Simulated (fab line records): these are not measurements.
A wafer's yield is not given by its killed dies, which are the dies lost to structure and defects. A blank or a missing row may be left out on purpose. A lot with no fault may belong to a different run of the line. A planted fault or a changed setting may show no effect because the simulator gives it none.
The same fault as seen by 2 desks | flow sky130 | only its own numbers are on each desk; what lay behind them is given at the end

== AT THE METROLOGY DESK ==
What the gauges read, lot by lot, whatever tool the lot ran on: means of the sampled wafers that have a number. If a lot's mean is further than 4 standard deviations from the usual mean, the lot is out of limits and carries the mark OUT (the distance appears in the brackets).
Columns: A = VIA3_HDPCVD_THK at SKY_VIA3_THK_MEAS_01, usual 1637 nm; B = VIA3_W_RS at SKY_VIA3_RS_MEAS_22, usual 0.294 ohm/sq
lot  | first seen here | A              | B
L897 | day 38 06:23    | 1633           | 0.297
L898 | day 38 13:49    | 1640           | 0.296
L899 | day 38 22:08    | 1629           | 0.299
L900 | day 39 04:24    | 1663           | 0.293
L901 | day 39 13:20    | 1636           | 0.294
L902 | day 40 05:22    | 1640           | 0.296
L905 | day 41 04:50    | 1635           | 0.292
L903 | day 41 05:52    | 1643           | 0.290
L908 | day 42 01:21    | 1654           | 0.296
L909 | day 42 10:01    | 1263 (-27) OUT | 0.292
L911 | day 42 22:53    | 1449 (-13) OUT | 0.295
L915 | day 44 00:54    | 1649           | 0.291
L920 | day 44 22:31    | 1623           | 0.290
This desk's finding: out of limits on L909, L911; first on L909, day 42 10:01 (VIA3_HDPCVD_THK at SKY_VIA3_THK_MEAS_01). L897, L898, L899, L900, L901, L902, L905, L903, L908, L915, L920 stayed within limits.

== THE TOOL OWNER'S DESK: hdpcvd-02 ==
The tool's own readings at SKY_VIA3_HDPCVD_00 (deposits SiO2, target thk 1635 nm, time 272.5 s): means of the sampled wafers that have a number, for each lot that ran on this tool. If a lot's mean is further than 4 standard deviations from the usual mean, the lot is out of limits and carries the mark OUT (the distance appears in the brackets).
Columns: A = run length s at SKY_VIA3_HDPCVD_00, usual 300.5 s
lot  | first seen here | A
L898 | day 38 13:38    | 300.8
L899 | day 38 22:02    | 300.7
L900 | day 39 04:17    | 300.8
L901 | day 39 13:10    | 301.0
L902 | day 40 05:12    | 300.5
L903 | day 41 05:41    | 301.4
L909 | day 42 09:51    | 238.0 (-88) OUT
L911 | day 42 22:46    | 269.3 (-44) OUT
Finding of this desk: L909, L911 out of limits; the first was L909 at day 42 09:51, on run length s at SKY_VIA3_HDPCVD_00. L898, L899, L900, L901, L902, L903 stayed within limits.

== ALL TOGETHER ==
An alarm could have come from the tool owner's desk at day 42 09:51, on L909, L911.
An alarm was possible from the metrology desk at day 42 10:01, on L909, L911.
Of the lots named, all ran SKY_VIA3_HDPCVD_00 on hdpcvd-02.

== WHAT THE SIMULATOR PUT IN ==
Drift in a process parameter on hdpcvd-02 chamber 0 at SKY_VIA3_HDPCVD_00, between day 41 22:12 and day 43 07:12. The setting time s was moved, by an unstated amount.
Shown lots that were struck: L909, L911.
Delay (hours) between the fault's onset and each desk's first out-of-limits reading: 12 at the tool owner's desk, 12 at the metrology desk.
